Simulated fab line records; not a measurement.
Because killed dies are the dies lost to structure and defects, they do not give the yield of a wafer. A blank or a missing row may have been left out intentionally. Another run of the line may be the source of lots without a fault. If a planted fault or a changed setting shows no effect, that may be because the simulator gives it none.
fab line records -- flow sky130
record lots=7, wafers=21, last_day=50
route steps=708 shown METAL1@448 VIA1@458
lots that met no fault: from a run of the same line without faults
start_h: hours from the record's first day to the start of the lot's first wafer shown -- wait_h: hours elapsed since this lot's preceding step -- " repeats the value in the row above -- L1.1+2: several wafers, shown together as one row -- - either no value or no given start -- * or withheld: withheld -- < > ~ a bound
route shown NAME@n: names a module that has steps shown in the file, with the first one's number in the route -- usual: mean/standard deviation of fault-free wafers -- same: alike in all rows -- chamber/n: place in a boat -- sites: each site's reading -- _std_site: standard deviation across them -- _edge_site: outer sites' mean less inner sites' -- radius_mm: how far each site lies from the wafer's centre -- mask NAME#n: copy n -- behind: the most recent tool/chamber to have shaped the wafer -- hold: the reason the lot was held/the length of the hold in hours/how it ended -- device: transistor that didn't switch, given as n, p or np -- end of line: the route-end tests of the same wafers -- where a step has no rows: the recipe by itself -- killed: not the wafer's yield, but the dies lost to structure and defects at the first sort -- map: a wafer's dies, x killed, . not, _ none there
set.NAME: the setting as run; set.NAME@STEP: as run at that earlier step -- model.NAME: the simulator's own value behind a step, which no gauge read
lots at some steps of the route; a table a step, a row a wafer
services: the hour from which a tool's chamber was out of use, counted from the record's first day as start_h (under 0 if before that day), plus the number of hours and why
## steps
# step SKY_METAL1_DEVELOP_14
# recipe develop_time_s=60, resist=KrF-thick, dev_temp_c=21
# step SKY_METAL1_CD_MEAS_15
# recipe target_cd_nm=140
# usual cd_nm=139.8/1.7
lot.wafer,tool,chamber,start_h,wait_h,cd_nm
L634.3,cd_sem-02,-,796.60,-,141.0
L634.5,cd_sem-02,-,796.60,-,141.1
L634.6,cd_sem-02,-,796.60,-,139.1
L639.2,cd_sem-01,-,842.88,-,138.8
L639.3,cd_sem-01,-,842.88,-,139.1
L639.5,cd_sem-01,-,842.88,-,138.6
L648.1,cd_sem-02,-,903.58,-,143.1
L648.2,cd_sem-02,-,903.58,-,141.7
L648.4,cd_sem-02,-,903.58,-,142.7
L649.2,cd_sem-01,-,907.25,-,139.7
L649.5,cd_sem-01,-,907.25,-,139.5
L649.6,cd_sem-01,-,907.25,-,139.2
L650.2,cd_sem-01,-,917.74,-,139.8
L650.4,cd_sem-01,-,917.74,-,139.8
L650.5,cd_sem-01,-,917.74,-,139.3
L652.1,cd_sem-01,-,925.96,-,140.3
L652.4,cd_sem-01,-,925.96,-,140.8
L652.5,cd_sem-01,-,925.96,-,140.3
L653.1,cd_sem-01,-,928.16,-,139.0
L653.2,cd_sem-01,-,928.16,-,138.5
L653.5,cd_sem-01,-,928.16,-,138.6
# step SKY_METAL1_OVL_MEAS_16
# usual METAL1_OVL=0/6.4
lot.wafer,tool,chamber,start_h,wait_h,METAL1_OVL[nm]
L634.3,overlay-01,-,796.69,0.1,-6
L634.5,overlay-01,-,796.69,0.1,-3
L634.6,overlay-01,-,796.69,0.1,-5
L639.2,overlay-01,-,842.99,0.1,2
L639.3,overlay-01,-,842.99,0.1,8
L639.5,overlay-01,-,842.99,0.1,2
L648.1,overlay-02,-,903.70,0.1,12
L648.2,overlay-02,-,903.70,0.1,2
L648.4,overlay-02,-,903.70,0.1,6
L649.2,overlay-02,-,907.36,0.1,-8
L649.5,overlay-02,-,907.36,0.1,1
L649.6,overlay-02,-,907.36,0.1,-12
L650.2,overlay-01,-,917.84,0.1,-8
L650.4,overlay-01,-,917.84,0.1,-9
L650.5,overlay-01,-,917.84,0.1,-12
L652.1,overlay-01,-,926.08,0.1,-5
L652.4,overlay-01,-,926.08,0.1,2
L652.5,overlay-01,-,926.08,0.1,0
L653.1,overlay-02,-,928.28,0.1,6
L653.2,overlay-02,-,928.28,0.1,3
L653.5,overlay-02,-,928.28,0.1,6
# step SKY_METAL1_DESCUM_17
# recipe chemistry=O2, source_power_w=150, bias_power_w=0, pressure_mtorr=10, temp_c=40, time_s=8
# usual drypump_motor_current_A=5.8/0.66, oes_product_au=1.007/0.0098
lot.wafer,tool,chamber,start_h,wait_h,drypump_motor_current_A,oes_product_au,rf_hours_counter_h
L634.3,rie_metal-02,0,796.73,0.0,6.7,1.011,-
L634.5,rie_metal-02,1,796.73,0.0,5.3,0.999,-
L634.6,rie_metal-02,0,796.73,0.0,6.7,1.005,-
L639.2,rie_metal-01,1,843.02,0.0,6.2,1.009,10
L639.3,rie_metal-01,0,843.02,0.0,5.2,1.025,-
L639.5,rie_metal-01,1,843.02,0.0,6.2,1.006,-
L648.1,rie_metal-01,1,903.74,0.0,6.3,1.011,12
L648.2,rie_metal-01,0,903.74,0.0,5.2,1.026,7
L648.4,rie_metal-01,1,903.74,0.0,6.2,1.007,-
L649.2,rie_metal-01,1,907.39,0.0,6.2,1.005,12
L649.5,rie_metal-01,1,907.39,0.0,6.2,0.997,-
L649.6,rie_metal-01,0,907.39,0.0,5.2,1.020,-
L650.2,rie_metal-04,1,917.87,0.0,5.1,1.007,9
L650.4,rie_metal-04,0,917.87,0.0,5.4,0.994,-
L650.5,rie_metal-04,1,917.87,0.0,5.1,0.997,-
L652.1,rie_metal-02,1,926.12,0.0,5.3,1.013,3
L652.4,rie_metal-02,1,926.12,0.0,5.3,1.004,-
L652.5,rie_metal-02,1,926.12,0.0,5.3,1.009,-
L653.1,rie_metal-04,1,928.32,0.0,5.1,1.012,10
L653.2,rie_metal-04,0,928.32,0.0,5.4,0.997,2
L653.5,rie_metal-04,0,928.32,0.0,5.4,1.008,-
# step SKY_METAL1_ETCH_18
# recipe chemistry=N2/H2, target=BARC, ion_energy_ev=200, bias_w=100, pressure_mtorr=30, n2_flow_sccm=100, h2_flow_sccm=200, icp_w=500, stop_on=SiO2, time_s=45.9, target_depth_a=600
# usual drypump_motor_current_A=5.8/0.66, oes_product_au=0.855/0.0046, throttle_valve_pct=13.224/0.0082
lot.wafer,tool,chamber,start_h,wait_h,drypump_motor_current_A,oes_product_au,rf_hours_counter_h,throttle_valve_pct
L634.3,rie_metal-02,0,796.77,0.0,6.7,0.863,-,13.229
L634.5,rie_metal-02,1,796.77,0.0,5.3,0.862,-,13.219
L634.6,rie_metal-02,0,796.77,0.0,6.7,0.854,-,13.225
L639.2,rie_metal-01,1,843.05,0.0,6.2,0.853,10,13.226
L639.3,rie_metal-01,0,843.05,0.0,5.2,0.858,-,13.235
L639.5,rie_metal-01,1,843.05,0.0,6.3,0.860,-,13.218
L648.1,rie_metal-01,1,903.77,0.0,6.2,0.859,12,13.240
L648.2,rie_metal-01,0,903.77,0.0,5.2,0.856,7,13.227
L648.4,rie_metal-01,1,903.77,0.0,6.2,0.854,-,13.218
L649.2,rie_metal-01,1,907.42,0.0,6.2,0.847,12,13.231
L649.5,rie_metal-01,1,907.42,0.0,6.2,0.855,-,13.211
L649.6,rie_metal-01,0,907.42,0.0,5.2,0.849,-,13.221
L650.2,rie_metal-04,1,917.90,0.0,5.1,0.853,9,13.239
L650.4,rie_metal-04,0,917.90,0.0,5.4,0.858,-,13.229
L650.5,rie_metal-04,1,917.90,0.0,5.1,0.850,-,13.227
L652.1,rie_metal-02,1,926.15,0.0,5.3,0.852,3,13.219
L652.4,rie_metal-02,1,926.15,0.0,5.3,0.852,-,13.220
L652.5,rie_metal-02,1,926.15,0.0,5.3,0.852,-,13.238
L653.1,rie_metal-04,1,928.35,0.0,5.1,0.858,10,13.230
L653.2,rie_metal-04,0,928.35,0.0,5.4,0.860,2,13.213
L653.5,rie_metal-04,0,928.35,0.0,5.4,0.855,-,13.234
# step SKY_METAL1_METAL_ETCH_19
# recipe target_depth_a=3600, stop_on=SiO2, over_etch_frac=0.3, time_s=78, chemistry=Cl2/BCl3, resist_sidewall_deg=88, pressure_mtorr=10, icp_w=900, bias_w=48.5, Cl2_flow_sccm=60, bcl3_flow_sccm=30
# usual bcl3_flow_sccm=29.99/0.084, drypump_motor_current_A=5.8/0.66, oes_product_au=0.852/0.0062, throttle_valve_pct=22.263/0.01
lot.wafer,tool,chamber,start_h,wait_h,bcl3_flow_sccm,drypump_motor_current_A,oes_product_au,rf_hours_counter_h,throttle_valve_pct
L634.3,rie_metal-02,0,796.84,0.1,29.97,6.7,0.852,-,22.275
L634.5,rie_metal-02,1,796.84,0.1,29.94,5.3,0.855,-,22.272
L634.6,rie_metal-02,0,796.84,0.1,30.12,6.7,0.858,-,22.267
L639.2,rie_metal-01,1,843.11,0.0,30.09,6.2,0.861,10,22.263
L639.3,rie_metal-01,0,843.11,0.0,29.91,5.2,0.848,-,22.269
L639.5,rie_metal-01,1,843.11,0.0,30.13,6.2,0.860,-,22.256
L648.1,rie_metal-01,1,903.83,0.0,29.99,6.2,0.857,12,22.259
L648.2,rie_metal-01,0,903.83,0.0,30.03,5.2,0.843,7,22.254
L648.4,rie_metal-01,1,903.83,0.0,29.83,6.2,0.849,-,22.263
L649.2,rie_metal-01,1,907.48,0.0,29.99,6.2,0.841,12,22.256
L649.5,rie_metal-01,1,907.48,0.0,30.03,6.2,0.846,-,22.268
L649.6,rie_metal-01,0,907.48,0.0,30.12,5.2,0.858,-,22.269
L650.2,rie_metal-04,1,917.97,0.0,29.98,5.1,0.848,9,22.272
L650.4,rie_metal-04,0,917.97,0.0,30.07,5.4,0.849,-,22.265
L650.5,rie_metal-04,1,917.97,0.0,30.04,5.1,0.855,-,22.274
L652.1,rie_metal-02,1,926.21,0.0,29.94,5.3,0.851,3,22.259
L652.4,rie_metal-02,1,926.21,0.0,29.98,5.3,0.851,-,22.263
L652.5,rie_metal-02,1,926.21,0.0,29.97,5.3,0.842,-,22.258
L653.1,rie_metal-04,1,928.41,0.0,29.93,5.1,0.846,10,22.270
L653.2,rie_metal-04,0,928.41,0.0,29.96,5.4,0.848,2,22.253
L653.5,rie_metal-04,0,928.41,0.0,29.95,5.4,0.845,-,22.275
# step SKY_METAL1_STRIP_20
# recipe chemistry=O2/N2, power_w=1400, pressure_mtorr=1500, platen_temp_c=withheld, o2_flow_sccm=3000, n2_flow_sccm=300, overash_fraction=0.5
# usual drypump_motor_current_A=6.1/0.38, oes_product_au=0.342/0.0052, strip_time_to_endpoint_s=2.67/0.049
lot.wafer,tool,chamber,start_h,wait_h,drypump_motor_current_A,oes_product_au,rf_hours_counter_h,strip_time_to_endpoint_s
L634.3,plasma_asher-02,0,796.94,0.1,6.3,0.335,-,2.68
L634.5,plasma_asher-02,0,796.94,0.1,6.3,0.350,-,2.73
L634.6,plasma_asher-02,1,796.94,0.1,6.2,0.344,-,2.65
L639.2,plasma_asher-03,0,843.20,0.1,5.7,0.340,44,2.74
L639.3,plasma_asher-03,1,843.20,0.1,6.8,0.337,-,2.61
L639.5,plasma_asher-03,0,843.20,0.1,5.7,0.348,-,2.70
L648.1,plasma_asher-02,1,903.92,0.1,6.2,0.339,108,2.66
L648.2,plasma_asher-02,0,903.92,0.1,6.3,0.333,108,2.56
L648.4,plasma_asher-02,0,903.92,0.1,6.3,0.343,-,2.66
L649.2,plasma_asher-02,0,907.57,0.1,6.2,0.346,109,2.67
L649.5,plasma_asher-02,1,907.57,0.1,6.2,0.343,-,2.69
L649.6,plasma_asher-02,0,907.57,0.1,6.3,0.337,-,2.57
L650.2,plasma_asher-02,0,918.06,0.1,6.3,0.341,110,2.69
L650.4,plasma_asher-02,1,918.06,0.1,6.2,0.338,-,2.69
L650.5,plasma_asher-02,1,918.06,0.1,6.2,0.350,-,2.67
L652.1,plasma_asher-02,1,926.30,0.1,6.2,0.340,111,2.60
L652.4,plasma_asher-02,0,926.30,0.1,6.3,0.332,-,2.63
L652.5,plasma_asher-02,1,926.30,0.1,6.2,0.332,-,2.59
L653.1,plasma_asher-02,0,928.50,0.1,6.3,0.341,111,2.70
L653.2,plasma_asher-02,1,928.50,0.1,6.2,0.346,111,2.71
L653.5,plasma_asher-02,0,928.50,0.1,6.3,0.348,-,2.68
# step SKY_METAL1_STRIP_21
# recipe chemistry=post_etch_residue_remover, time_s=1200, temp_c=72.5
# step SKY_METAL1_CLEAN_22
# recipe chemistry=IPA, time_s=180, temp_c=25
# step SKY_METAL1_CLEAN_23
# recipe chemistry=O3/DIW, dry=n2_spin
# step SKY_VIA1_HDPCVD_00
# recipe material=SiO2, target_thk_nm=1030, sigma_open_frac=0.3, time_s=171.7, temp_c=400, sih4_flow_sccm=60, pressure_mtorr=6
# step SKY_VIA1_THK_MEAS_01
# recipe reads=SiO2_of_VIA1_HDPCVD_00
# usual VIA1_HDPCVD_THK=1035/10
lot.wafer,tool,chamber,start_h,wait_h,VIA1_HDPCVD_THK[nm]
L634.3,film_metro-04,-,797.63,0.1,1050
L634.5,film_metro-04,-,797.63,0.1,1026
L634.6,film_metro-04,-,797.63,0.1,1044
L639.2,film_metro-02,-,843.95,0.1,1036
L639.3,film_metro-02,-,843.95,0.1,1028
L639.5,film_metro-02,-,843.95,0.1,1040
L648.1,film_metro-02,-,904.63,0.1,1031
L648.2,film_metro-02,-,904.63,0.1,1040
L648.4,film_metro-02,-,904.63,0.1,1045
L649.2,film_metro-04,-,908.35,0.1,1029
L649.5,film_metro-04,-,908.35,0.1,1001
L649.6,film_metro-04,-,908.35,0.1,1025
L650.2,film_metro-02,-,918.80,0.1,1040
L650.4,film_metro-02,-,918.80,0.1,1035
L650.5,film_metro-02,-,918.80,0.1,1028
L652.1,film_metro-04,-,927.06,0.1,1037
L652.4,film_metro-04,-,927.06,0.1,1030
L652.5,film_metro-04,-,927.06,0.1,1049
L653.1,film_metro-02,-,929.21,0.1,1020
L653.2,film_metro-02,-,929.21,0.1,1038
L653.5,film_metro-02,-,929.21,0.1,1037
# step SKY_VIA1_CMP_02
# recipe material=SiO2, down_force_psi=4, platen_rpm=60, pad_velocity_m_s=0.94248
# usual edge_zone_pressure_frac=1.001/0.0049, head_pressure_psi=4.000/0.0092, motor_current_A=11.9/1.2
lot.wafer,tool,chamber,start_h,wait_h,edge_zone_pressure_frac,head_pressure_psi,motor_current_A,model.SiO2_of_VIA1_HDPCVD_00.thk_nm
L634.3,cmp-02,1,798.14,0.5,0.998,3.986,13.3,344.8
L634.5,cmp-02,3,798.14,0.5,0.998,3.997,14.1,345.5
L634.6,cmp-02,0,798.14,0.5,0.998,3.994,11.0,345.4
L639.2,cmp-01,2,844.05,0.1,1.002,3.995,10.5,345.1
L639.3,cmp-01,0,844.05,0.1,1.008,4.001,11.4,345.5
L639.5,cmp-01,1,844.05,0.1,1.006,3.985,13.0,345
L648.4,cmp-02,0,904.74,0.1,-,-,-,1045
L648.2,cmp-02,1,904.74,0.1,-,-,-,1040
L648.1,cmp-02,2,904.74,0.1,-,-,-,1031
L649.2,cmp-01,2,908.45,0.1,-,-,-,1030
L649.5,cmp-01,1,908.45,0.1,-,-,-,1002
L649.6,cmp-01,2,908.45,0.1,-,-,-,1025
L650.4,cmp-01,0,918.85,0.0,-,-,-,1034
L650.2,cmp-01,1,918.85,0.0,-,-,-,1040
L650.5,cmp-01,1,918.85,0.0,-,-,-,1028
L652.4,cmp-01,3,927.12,0.0,1.002,4.002,11.1,344.2
L652.1,cmp-01,2,927.12,0.0,0.998,3.991,10.7,344.8
L652.5,cmp-01,0,927.12,0.0,1.003,4.001,11.9,344.9
L653.2,cmp-02,3,929.27,0.0,1.007,3.996,15.2,344.2
L653.1,cmp-02,0,929.27,0.0,1.001,3.998,10.4,345.8
L653.5,cmp-02,0,929.27,0.0,1.001,3.996,11.0,345.7
# step SKY_VIA1_BOW_MEAS_03
# recipe mode=bow
# usual VIA1_BOW=78/6.7
lot.wafer,tool,chamber,start_h,wait_h,hold,VIA1_BOW[um]
L634.3,film_metro-04,-,798.38,0.2,-,76
L634.5,film_metro-04,-,798.38,0.2,-,74
L634.6,film_metro-04,-,798.38,0.2,-,78
L639.2,film_metro-01,-,844.32,0.2,-,80
L639.3,film_metro-01,-,844.32,0.2,-,78
L639.5,film_metro-01,-,844.32,0.2,-,85
L648.1,film_metro-04,-,904.99,0.1,await_dispo/0.2h/release,112
L648.2,film_metro-04,-,904.99,0.1,await_dispo/0.2h/release,114
L648.4,film_metro-04,-,904.99,0.1,await_dispo/0.2h/release,122
L648.1,film_metro-04,-,905.27,0.3,-,-
L648.2,film_metro-04,-,905.27,0.3,-,-
L648.4,film_metro-04,-,905.27,0.3,-,-
L649.2,film_metro-01,-,908.72,0.2,await_dispo/0.2h/release,104
L649.5,film_metro-01,-,908.72,0.2,await_dispo/0.2h/release,94
L649.6,film_metro-01,-,908.72,0.2,await_dispo/0.2h/release,102
L649.2,film_metro-01,-,909.00,0.3,-,-
L649.5,film_metro-01,-,909.00,0.3,-,-
L649.6,film_metro-01,-,909.00,0.3,-,-
L650.2,film_metro-02,-,919.17,0.2,await_dispo/0.2h/release,113
L650.4,film_metro-02,-,919.17,0.2,await_dispo/0.2h/release,128
L650.5,film_metro-02,-,919.17,0.2,await_dispo/0.2h/release,126
L650.2,film_metro-02,-,919.46,0.3,-,-
L650.4,film_metro-02,-,919.46,0.3,-,-
L650.5,film_metro-02,-,919.46,0.3,-,-
L652.1,film_metro-01,-,927.42,0.1,-,86
L652.4,film_metro-01,-,927.42,0.1,-,84
L652.5,film_metro-01,-,927.42,0.1,-,80
L653.1,film_metro-01,-,929.57,0.2,-,82
L653.2,film_metro-01,-,929.57,0.2,-,74
L653.5,film_metro-01,-,929.57,0.2,-,88
## services
tool,chamber,start_h,hours,kind
plasma_asher-03,-,792.98,1.7,repair
cmp-02,-,810.78,4.0,pm
cmp-02,-,814.78,-,consumable_replace:conditioner
cmp-02,-,814.78,-,consumable_replace:pad
cmp-02,-,820.42,0.6,repair
rie_metal-02,1,821.47,-,clean
rie_metal-02,1,821.47,23.0,scheduled_down
rie_metal-02,1,821.47,23.0,vent_cycle
rie_metal-01,1,858.48,9.9,repair
plasma_asher-03,-,860.50,2.3,repair
rie_metal-02,1,868.53,20.7,repair
rie_metal-04,0,880.94,-,clean
rie_metal-04,0,880.94,17.4,scheduled_down
rie_metal-04,0,880.94,17.4,vent_cycle
rie_metal-04,-,887.60,1.5,repair
cmp-01,-,909.97,4.5,pm
cmp-01,-,914.47,4.0,pm
cmp-01,-,918.47,-,consumable_replace:conditioner
cmp-01,-,918.47,-,consumable_replace:pad
cmp-01,-,921.49,1.1,repair
## key
first_sign step=SKY_VIA1_CMP_02, reading=tool_record, direction=missing
effect step=SKY_VIA1_BOW_MEAS_03, reading=visit, direction=added
effect step=SKY_VIA1_BOW_MEAS_03, reading=VIA1_BOW, direction=up, sigmas=5.3, usual=78, struck=113
model_effect step=SKY_VIA1_CMP_02, value=SiO2_of_VIA1_HDPCVD_00.thk_nm, without=345, struck=1031
met_at SKY_VIA1_CMP_02
struck_wafers L648.1,L648.2,L648.4,L649.2,L649.5,L649.6,L650.2,L650.4,L650.5
scrapped_behind SKY_VIA1_BOW_MEAS_03 L648.1,L648.2,L648.4,L649.2,L649.5,L649.6,L650.2,L650.4,L650.5
onset_between 844.05 904.74
fault kind=skipped_step_whole, tool=cmp-01,cmp-02, chamber=-, onset_h=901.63, steps=SKY_VIA1_CMP_02, scope=struck_lots_only
